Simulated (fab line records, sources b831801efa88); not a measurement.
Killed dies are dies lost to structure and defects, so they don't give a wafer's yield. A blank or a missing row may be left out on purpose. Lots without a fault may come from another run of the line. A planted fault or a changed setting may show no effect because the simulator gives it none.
A struck lot beside a sound one | flow sky130 | 15 steps out of a route of 708
Sound: wafers L660.1, L660.3, L660.4. Struck: wafers L670.2, L670.4, L670.6. The cause comes at the end.
At each step with rows: each side's tool, then ch and its chambers, then its first start. Under that, the readings that differ: sound wafers | struck wafers | difference of the means | sigmas: that difference in standard deviations of wafers without a fault.
alike: readings whose means differ by less than 2 such deviations, and words and numbers that are the same on both sides. not compared: withheld readings, readings that some wafer has no value for, bounds like >300 that may hide the same value, and numbers for which the record gives no deviation and whose values overlap.
The two part at a step that has a row with sigmas, a row that says differs or no value, or rows on one side only. Numbers that don't overlap but have no deviation are shown without sigmas and don't part them. A reading that every wafer of one side lacks parts them only if that side has two wafers or more.

first, 2 steps without rows for these wafers: SKY_METAL2_CLEAN_23 (cleans in O3/DIW); SKY_VIA2_HDPCVD_00 (deposits SiO2, target thk 1180 nm, time 196.7 s).
SKY_VIA2_THK_MEAS_01:
  sound on film_metro-01, day 37 02:16; struck on film_metro-01, day 39 07:52
  alike: VIA2_HDPCVD_THK
SKY_VIA2_CMP_02: polishes SiO2.
  sound on cmp-02 ch 0,1,2, day 37 02:19; struck on cmp-02 ch 0,2,3, day 39 08:01
  alike: motor_current_A
SKY_VIA2_BOW_MEAS_03:
  sound on film_metro-04, day 37 02:37; struck on film_metro-03, day 39 08:14
  alike: VIA2_BOW
then, 7 steps without rows for these wafers: SKY_VIA2_DEHYDRATE_04 (time 60 s); SKY_VIA2_HMDS_05 (prime time 60 s); SKY_VIA2_COAT_06 (resist thk 60 nm); SKY_VIA2_COAT_07 (resist thk 450 nm); SKY_VIA2_SOFTBAKE_08 (time 90 s); SKY_VIA2_EXPOSE_09 (exposes mask VIM2, target cd 200 nm); SKY_VIA2_PEB_10.
SKY_VIA2_DEVELOP_11: develop time 60 s.
  sound on litho_track-02 ch 0, day 38 04:00; struck on litho_track-02 ch 0, day 40 08:00
  reading              | sound             | struck            | difference | sigmas
  developer_temp_C (C) | 21.08 21.08 21.13 | 22.99 23.03 23.12 | +1.95      | +20
  alike: exhaust_pa
SKY_VIA2_CD_MEAS_12: target cd 200 nm.
  sound on cd_sem-02, day 38 04:14; struck on cd_sem-02, day 40 09:01
  alike: cd_nm
-- the record jumps here: 9 days lie between the struck wafers' starts before and after (it left off in module VIA2 and takes up again in module PAD_OPEN, whose first step shown is number 708 of the route) --
SKY_PAD_OPEN_PROBE_99:
  sound on prober-02, day 47 05:01; struck on prober-02, day 48 23:52
  reading                  | sound       | struck | difference | sigmas
  sort_bin_3_pad_short (%) | 1.2 0.2 0.6 | 1.8    | +1.1       | +2
  alike: defect_limited_yield, killed_at_M0_to_M3, killed_at_M4_up, killed_at_contacts, killed_at_front_end, killed_at_other, killed_dies, killed_open, killed_short, sort_bin_5_function, sort_bin_6_memory, sort_n_pass, sort_yield_pct

WHERE THEY PART
First at SKY_VIA2_DEVELOP_11; last, within this record, at SKY_PAD_OPEN_PROBE_99.

WHY: what the simulator had put in
Process parameter drift: litho_track-02, from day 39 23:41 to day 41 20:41, at SKY_VIA2_DEVELOP_11. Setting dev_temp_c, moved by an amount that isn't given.
